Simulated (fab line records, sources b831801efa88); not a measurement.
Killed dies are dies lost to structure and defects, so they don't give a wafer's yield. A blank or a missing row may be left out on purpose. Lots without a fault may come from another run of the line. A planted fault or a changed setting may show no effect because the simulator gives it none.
Chamber matching | flow gf180mcu | GF_POLY_GATE_ETCH_13 on rie_si-02: 4 sister chambers
The step etches poly-Si in HBr/Cl2, stops on SiO2, target depth 198.5 nm, time 69.6 s. 18 wafers are shown with their chamber, then 9 later ones without.

WAFERS WITH THEIR CHAMBER
wafer  | chamber | oes_product_au (a.u.) | throttle_valve_pct (%) | bias_w (W)
L865.1 | 2       | 1.015                 | 33.690                 | 99.80
L865.2 | 3       | 1.012                 | 33.695                 | 100.80
L865.6 | 2       | 1.011                 | 33.665                 | 99.91
L868.1 | 0       | 0.985                 | 33.690                 | 99.89
L868.4 | 2       | 1.009                 | 33.704                 | 99.61
L868.6 | 0       | 0.985                 | 33.701                 | 99.87
L869.2 | 1       | 1.043                 | 33.671                 | 100.13
L869.5 | 2       | 1.001                 | 33.682                 | 100.31
L869.6 | 3       | 0.991                 | 33.690                 | 99.70
L870.2 | 0       | 0.978                 | 33.683                 | 100.28
L870.3 | 1       | 1.021                 | 33.689                 | 99.99
L870.5 | 0       | 0.981                 | 33.680                 | 100.90
L873.1 | 0       | 0.985                 | 33.676                 | 100.14
L873.3 | 2       | 0.998                 | 33.697                 | 100.18
L873.4 | 3       | 0.992                 | 33.685                 | 99.60
L875.2 | 0       | 0.996                 | 33.668                 | 100.14
L875.5 | 3       | 0.995                 | 33.691                 | 100.61
L875.6 | 2       | 1.005                 | 33.679                 | 100.30

SIGNATURES (means of the wafers above)
reading            | chamber 0 | chamber 1 | chamber 2 | chamber 3 | scatter within a chamber
oes_product_au     | 0.98500   | 1.03200   | 1.00650   | 0.99750   | 0.00811
throttle_valve_pct | 33.68300  | 33.68000  | 33.68617  | 33.69025  | 0.0115
bias_w             | 100.2033  | 100.0600  | 100.0183  | 100.1775  | 0.403
Rule: a wafer's distance from a chamber is the root of the sum, over the readings, of the square of ((its reading less the chamber's mean) divided by the reading's scatter). The wafer belongs to the nearest chamber; if the next one is less than 2 further off, it can't be placed. The scatter: the root of (the sum of the squares of (reading less its chamber's mean) over the shown wafers, divided by (wafers less chambers)).

WAFERS WITHOUT THEIR CHAMBER
wafer  | oes_product_au (a.u.) | throttle_valve_pct (%) | bias_w (W)
L877.2 | 1.024                 | 33.688                 | 100.20
L877.3 | 0.995                 | 33.686                 | 100.28
L877.4 | 0.992                 | 33.690                 | 99.54
L878.1 | 1.040                 | 33.671                 | 99.94
L878.2 | 1.004                 | 33.680                 | 99.74
L878.6 | 1.017                 | 33.674                 | 100.14
L887.2 | 0.953                 | 33.679                 | 100.29
L887.4 | 1.012                 | 33.679                 | 100.02
L887.5 | 1.025                 | 33.698                 | 100.21

WHICH CHAMBER EACH WENT THROUGH
wafer  | from the rows above          | in truth
L877.2 | can't be placed: 1 or 2      | 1
L877.3 | can't be placed: 3 or 0 or 2 | 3
L877.4 | can't be placed: 3 or 0 or 2 | 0
L878.1 | 1                            | 1
L878.2 | can't be placed: 2 or 3 or 0 | 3
L878.6 | can't be placed: 2 or 1 or 3 | 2
L887.2 | can't be placed: 0 or 3      | 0
L887.4 | can't be placed: 2 or 3 or 1 | 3
L887.5 | can't be placed: 1 or 2 or 3 | 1
Placed correctly: 1 of 9. Can't be placed from these rows: 8 (the true chamber is among the candidates in 8). Placed wrongly: 0.
